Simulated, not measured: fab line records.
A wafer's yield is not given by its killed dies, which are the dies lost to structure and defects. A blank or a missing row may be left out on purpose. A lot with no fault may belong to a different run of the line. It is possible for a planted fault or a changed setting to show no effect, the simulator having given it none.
A lot that was struck, set against a sound lot | flow gf180mcu | 15 steps out of a route of 602
Sound: the wafers L699.1, L699.4, L699.6. Struck: wafers L706.2, L706.3, L706.6. At the end, the cause is stated.
At each step with rows: each side's tool, then ch and its chambers, then its first start. Under that, the readings that differ: sound wafers | struck wafers | difference of the means | sigmas: that difference in standard deviations of wafers without a fault.
alike: same words and numbers on both sides, and readings whose means sit less than 2 such deviations apart. not compared: any withheld reading, any reading some wafer has no value for, any bound like >300 that may hide the same value, and any number with overlapping values for which the record gives no deviation.
Wherever a step has rows on one side only, a row that says differs or no value, or a row with sigmas, the two part there. Numbers that don't overlap but have no deviation are shown without sigmas and don't part them. A reading that every wafer of one side lacks parts them only if that side has two wafers or more.

GF_POLY_GATE_ETCH_13: etches poly-Si in HBr/Cl2, stops on SiO2, target depth 198.5 nm, time 69.6 s.
  sound on rie_si-02 ch 1,2,3, day 9 13:20; struck on rie_si-01 ch 1,2,3, day 11 15:34
  alike: chamber_pressure_mTorr, drypump_motor_current_A, oes_product_au, throttle_valve_pct
  not compared: rf_hours_counter_h
GF_POLY_GATE_STRIP_14: strips in O2/N2.
  sound on plasma_asher-02 ch 0,1, day 9 13:23; struck on plasma_asher-03 ch 0,1, day 11 15:38
  alike: chamber_pressure_mTorr, drypump_motor_current_A, heater_power_w, oes_product_au, platen_temp_c
  not compared: rf_hours_counter_h
then, 2 steps without rows for these wafers: GF_POLY_GATE_CLEAN_15 (cleans in SC1/SC2, time 150 s); GF_POLY_GATE_OXIDATION_16 (stabilise 600 s, purge 300 s, target thk 4 nm).
GF_POLY_GATE_THK_MEAS_17:
  sound: film_metro-03 at day 9 16:43; struck: film_metro-03 at day 11 17:35
  alike: POLY_GATE_OXIDATION_THK
GF_POLY_GATE_CD_MEAS_18:
  sound: cd_sem-01 at day 9 16:46; struck: cd_sem-01 at day 11 17:40
  alike: cd_nm
then, 6 steps without rows for these wafers: GF_HV_LDD_DEHYDRATE_00 (time 60 s); GF_HV_LDD_HMDS_01 (prime time 60 s); GF_HV_LDD_COAT_02 (resist thk 1000 nm); GF_HV_LDD_SOFTBAKE_03 (time 60 s); GF_HV_LDD_EXPOSE_04 (exposes mask Nplus LV AREA, target cd 400 nm); GF_HV_LDD_PEB_05.
GF_HV_LDD_DEVELOP_06: develop time 60 s.
  sound on litho_track-04 ch 0, day 10 10:02; struck on litho_track-02 ch 0, day 12 12:46
GF_HV_LDD_CD_MEAS_07 targets a cd of 400 nm.
  sound: cd_sem-02 at day 10 10:11; struck: cd_sem-01 at day 12 13:11
  reading    | sound             | struck            | difference | sigmas
  cd_nm (nm) | 399.7 399.0 397.8 | 234.8 237.0 235.4 | -163.1     | -63
  not compared: hold
GF_PASSIVATION_PROBE_99:
  sound wafers here have rows in the record (prober-01, day 29 16:34); struck ones have none

## WHERE THEY PART
Earliest at GF_HV_LDD_CD_MEAS_07; latest, in this record, at GF_PASSIVATION_PROBE_99.

WHY: whatever the simulator had introduced
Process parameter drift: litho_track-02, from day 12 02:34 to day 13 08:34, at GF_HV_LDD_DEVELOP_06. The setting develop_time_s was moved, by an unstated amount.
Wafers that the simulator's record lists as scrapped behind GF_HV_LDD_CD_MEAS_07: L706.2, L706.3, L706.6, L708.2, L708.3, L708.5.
